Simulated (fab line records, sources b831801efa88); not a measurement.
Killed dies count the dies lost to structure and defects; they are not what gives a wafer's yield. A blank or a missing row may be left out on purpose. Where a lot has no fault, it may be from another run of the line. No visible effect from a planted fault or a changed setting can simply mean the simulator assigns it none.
8D (eight disciplines) problem report, filled in by code / flow gf180mcu / the parts of the form that need people (team, actions taken, sign-off) are left out

== 1. PROBLEM STATEMENT ==
V2_W_RS at GF_V2_RS_MEAS_24 reads a mean of 0.195 ohm/sq on 6 wafers of 2 lots; wafers without a fault read 0.326 ohm/sq with a standard deviation of 0.0033. Measured from the usual mean, that is -40 standard deviations.
The step: measures by four-point-probe.
First observed at day 24 02:31: wafer L885.1, on film metro-04. The record has a number at this step for 33 wafers belonging to 11 lots. Rule for "out", or "out of limits": more than 4 standard deviations from the usual mean. The other wafers with a number count as sound.

== 2. WHAT IT IS, WHAT IT ISN'T ==
question=which readings at this step | is=V2_W_RS | is not=-
question=which lots | is=L885, L886 | is not=L876, L883, L888, L890, L893, L895, L896, L897, L898
question=which wafers of those lots | is=all that have a number | is not=-
question=read on which gauges | is=film metro-03, film metro-04 | is not=film metro-02
question=when | is=from day 24 02:31 | is not=up to then (6 sound wafers); but 21 sound wafers of L888, L890, L893, L895, L896, L897, L898 came after

== 3. SUSPECTS, AND WHAT RULES EACH OUT ==
Counting: a tool stays on the suspect list if, at a process step up to the reading, it processed all lots that are out and no sound lot following the first of them.
- the gauge at GF_V2_RS_MEAS_24: ruled out. Those wafers that are out were read across 2 gauges (film metro-03, film metro-04).
- pvd sputter-01 at GF_M2_SPUTTER_01 (material TiN, target thk 30 nm, time 25 s): ruled out as a lasting fault. Sound lots L896, L898 ran on it after its first lot that is out, L885 (day 22 02:49).
- cvd w-01 at GF_V2_CVD_23 (deposits W, target thk 350 nm, time 104.94 s): ruled out as a lasting fault. Sound lots L896, L897, L898 ran on it after its first lot that is out, L885 (day 24 02:24).
Left after counting: nothing in the record.

== 4. THE CAUSE (what the simulator had put in) ==
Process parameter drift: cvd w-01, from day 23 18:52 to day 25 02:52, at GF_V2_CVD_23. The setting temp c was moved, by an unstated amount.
The count ruled it out by mistake, since the rule takes a fault to strike every lot its tool runs from the start of the fault on, and this one did not do so.

== 5. SEQUENCE OF EFFECTS, ordered by route ==
Rows list readings where the struck wafers' mean (over those with a number) sits beyond 3 standard deviations from the usual. Readings are gone through only where the record gives a usual standard deviation; hours: the median, over the lots, of the time from a lot's start at the first step in this table giving one to that lot's start at this step; sigmas: the change measured in usual standard deviations.
hours=0; step=GF_V2_CVD_23; reading=susceptor temp C; usual=399.99 C; on struck wafers=431.15; change=+31.16; sigmas=+99 or more
hours=0; step=GF_V2_RS_MEAS_24; reading=V2_W_RS; usual=0.326 ohm/sq; on struck wafers=0.195; change=-0.132; sigmas=-40
hours=0; step=GF_V2_CMP_26; reading=time to endpoint s; usual=85 s; on struck wafers=143; change=+58; sigmas=+17
Its process steps:
- GF_V2_CVD_23: deposits W, target thk 350 nm, time 104.94 s.
- GF_V2_CMP_26: polishes, stops on SiO2, t overpolish 15 s, target thk 0 nm.
Readings that are blank on the struck wafers while sound wafers have them: V2_W_THK at GF_V2_THK_MEAS_25.

== 6. WHAT WOULD HAVE CAUGHT IT SOONER ==
8 hours passed between the start of the fault at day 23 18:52 and the first reading out of limits at a measuring or inspecting step in this record, taken at day 24 02:31.
Tool's own readings at GF_V2_CVD_23, susceptor temp C: out on all struck wafers the step has rows for; an alarm limit on them would have tripped on the first.
